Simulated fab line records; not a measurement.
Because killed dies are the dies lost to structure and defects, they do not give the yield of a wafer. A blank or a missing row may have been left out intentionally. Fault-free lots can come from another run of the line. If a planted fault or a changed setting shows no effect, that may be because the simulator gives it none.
The tool behind it: which one? | flow gf180mcu | 13 lots, 39 wafers sampled, at 4 steps of a route of 602

== WHAT THE GAUGES READ, wafer by wafer ==
GF_V5_OVL_MEAS_15. Usual: V5_OVL -4 nm, standard deviation 4.8.
lot  | measured     | on         | V5_OVL (nm) | flag
L240 | day 27 02:10 | overlay-01 | -4 -3 -6    |
L241 | day 27 13:13 | overlay-01 | -11 1 0     |
L242 | day 27 16:37 | overlay-01 | -6 1 1      |
L243 | day 28 05:19 | overlay-01 | -3 -4 -5    |
L244 | day 28 11:46 | overlay-02 | -1 -5 -2    |
L245 | day 28 17:55 | overlay-02 | -8 -1 4     |
L246 | day 28 22:49 | overlay-01 | -3 -7 2     |
L247 | day 29 07:16 | overlay-02 | 4 1 1       |
L252 | day 30 21:19 | overlay-01 | -4 -4 -8    |
L255 | day 31 14:55 | overlay-02 | -9 -2 -4    |
L259 | day 32 17:46 | overlay-01 | -8 -6 -2    |
L260 | day 32 21:39 | overlay-01 | -10 -9 -2   |
L262 | day 33 07:10 | overlay-01 | -1 -3 0     |

GF_TOP_METAL_OVL_MEAS_15. Usual: TOP_METAL_OVL 0.2 nm, standard deviation 1.3.
lot  | measured     | on         | TOP_METAL_OVL (nm) | flag
L240 | day 27 23:43 | overlay-02 | -0.5 -1.5 0.3      |
L241 | day 28 10:21 | overlay-02 | -0.2 -1.3 -1.3     |
L242 | day 28 14:22 | overlay-02 | 0.2 -0.3 -0.1      |
L243 | day 29 02:27 | overlay-02 | 2.0 0.3 0.0        |
L244 | day 29 08:43 | overlay-02 | 0.4 -0.2 0.5       |
L245 | day 29 14:40 | overlay-02 | -0.2 -0.6 -1.1     |
L246 | day 29 19:33 | overlay-01 | -0.8 2.3 1.6       |
L247 | day 30 05:14 | overlay-02 | -0.3 1.4 -0.7      |
L252 | day 31 17:02 | overlay-02 | -0.5 -0.5 -0.2     |
L255 | day 32 08:58 | overlay-02 | -1.8 -2.2 -0.9     |
L259 | day 33 11:39 | overlay-02 | -0.7 0.2 -0.6      |
L260 | day 33 15:01 | overlay-01 | 2.5 2.8 2.6        |
L262 | day 34 00:01 | overlay-02 | 1.7 1.6 2.2        |

== WHICH TOOL RAN EACH LOT (tool, then ch and the chambers of the sampled wafers, then the start) ==
lot  | GF_V4_CMP_26                  | GF_V5_SPUTTER_21
L240 | cmp-01 ch 0,1,2, day 24 08:08 | pvd_sputter-03, day 27 02:53
L241 | cmp-01 ch 0,1,3, day 24 18:44 | pvd_sputter-01, day 27 13:56
L242 | cmp-01 ch 0,1,2, day 25 00:14 | pvd_sputter-01, day 27 17:20
L243 | cmp-02 ch 0,1,3, day 25 12:26 | pvd_sputter-01, day 28 06:22
L244 | cmp-01 ch 0,1,3, day 25 20:26 | pvd_sputter-01, day 28 12:35
L245 | cmp-01 ch 0,2, day 26 03:56   | pvd_sputter-01, day 28 18:43
L246 | cmp-01 ch 1,2, day 26 09:18   | pvd_sputter-03, day 28 23:34
L247 | cmp-02 ch 0,1,2, day 26 17:15 | pvd_sputter-04, day 29 09:26
L252 | cmp-02 ch 0,2,3, day 28 10:47 | pvd_sputter-04, day 30 22:03
L255 | cmp-02 ch 0,3, day 29 05:52   | pvd_sputter-03, day 31 15:40
L259 | cmp-01 ch 2,3, day 30 10:42   | pvd_sputter-04, day 32 18:29
L260 | cmp-01 ch 0,1,2, day 30 16:35 | pvd_sputter-01, day 32 22:24
L262 | cmp-01 ch 0,3, day 31 02:57   | pvd_sputter-04, day 33 07:53
- GF_V4_CMP_26: polishes, stops on SiO2, t overpolish 15 s, target thk 0 nm.
- GF_V5_SPUTTER_21: material Ti, target thk 15 nm, time 80.02 s.

== WHAT THE TOOLS THEMSELVES READ (means of the sampled wafers that have a number; where no wafer has one, the mark that the record gives instead) ==
GF_V4_CMP_26. Usual: head_pressure_psi 3.501 psi, standard deviation 0.0075; motor_current_A 10.7 A, standard deviation 0.92; overpolish_run_s 15.000 s, standard deviation 0.0089; time_to_endpoint_s 84 s, standard deviation 4.
lot  | tool   | head_pressure_psi (psi) | motor_current_A (A) | overpolish_run_s (s) | time_to_endpoint_s (s) | flag
L240 | cmp-01 | 3.501                   | 10.2                | 15.005               | 82                     |
L241 | cmp-01 | 3.496                   | 10.6                | 14.999               | 81                     |
L242 | cmp-01 | 3.500                   | 10.5                | 14.994               | 87                     |
L243 | cmp-02 | 3.510                   | 10.9                | 15.002               | 82                     |
L244 | cmp-01 | 3.500                   | 10.8                | 14.996               | 88                     |
L245 | cmp-01 | 3.501                   | 11.6                | 14.999               | 86                     |
L246 | cmp-01 | 3.504                   | 10.3                | 15.006               | 80                     |
L247 | cmp-02 | 3.504                   | 11.4                | 14.996               | 82                     |
L252 | cmp-02 | 3.502                   | 10.7                | 14.993               | 85                     |
L255 | cmp-02 | 3.508                   | 11.5                | 15.001               | 84                     |
L259 | cmp-01 | 3.513                   | 11.0                | 14.999               | 87                     |
L260 | cmp-01 | 3.502                   | 10.5                | 14.995               | 80                     |
L262 | cmp-01 | 3.501                   | 11.3                | 15.011               | 87                     |

GF_V5_SPUTTER_21. Usual: throttle_valve_pct reads 30.3 % (standard deviation 0.93).
lot  | tool           | throttle_valve_pct (%) | flag
L240 | pvd_sputter-03 | 30.7                   |
L241 | pvd_sputter-01 | 30.6                   |
L242 | pvd_sputter-01 | 30.1                   |
L243 | pvd_sputter-01 | 30.0                   |
L244 | pvd_sputter-01 | 30.7                   |
L245 | pvd_sputter-01 | 30.5                   |
L246 | pvd_sputter-03 | 30.2                   |
L247 | pvd_sputter-04 | 30.6                   |
L252 | pvd_sputter-04 | 29.9                   |
L255 | pvd_sputter-03 | 31.2                   |
L259 | pvd_sputter-04 | 29.2                   |
L260 | pvd_sputter-01 | 30.6                   |
L262 | pvd_sputter-04 | 30.7                   |

== THE ANSWER, worked out from the rows above alone ==
Rule: a lot is off if the mean of its wafers that have a number lies more than 3 standard deviations from the usual mean. A lot without any number at a reading at which 4 lots or more have one is off too. Where the step has rows for the other lots, those lots are counted as sound. After the gauges, taken in route order, come the tools' own readings; for these a lot's mean is taken, as printed above. At the first step where some lot is off, the reading lying furthest off is the one used; lots without a number count as furthest.
Nothing can be told from this: no lot is off at any reading shown.

== WHAT THE SIMULATOR HAD INSERTED ==
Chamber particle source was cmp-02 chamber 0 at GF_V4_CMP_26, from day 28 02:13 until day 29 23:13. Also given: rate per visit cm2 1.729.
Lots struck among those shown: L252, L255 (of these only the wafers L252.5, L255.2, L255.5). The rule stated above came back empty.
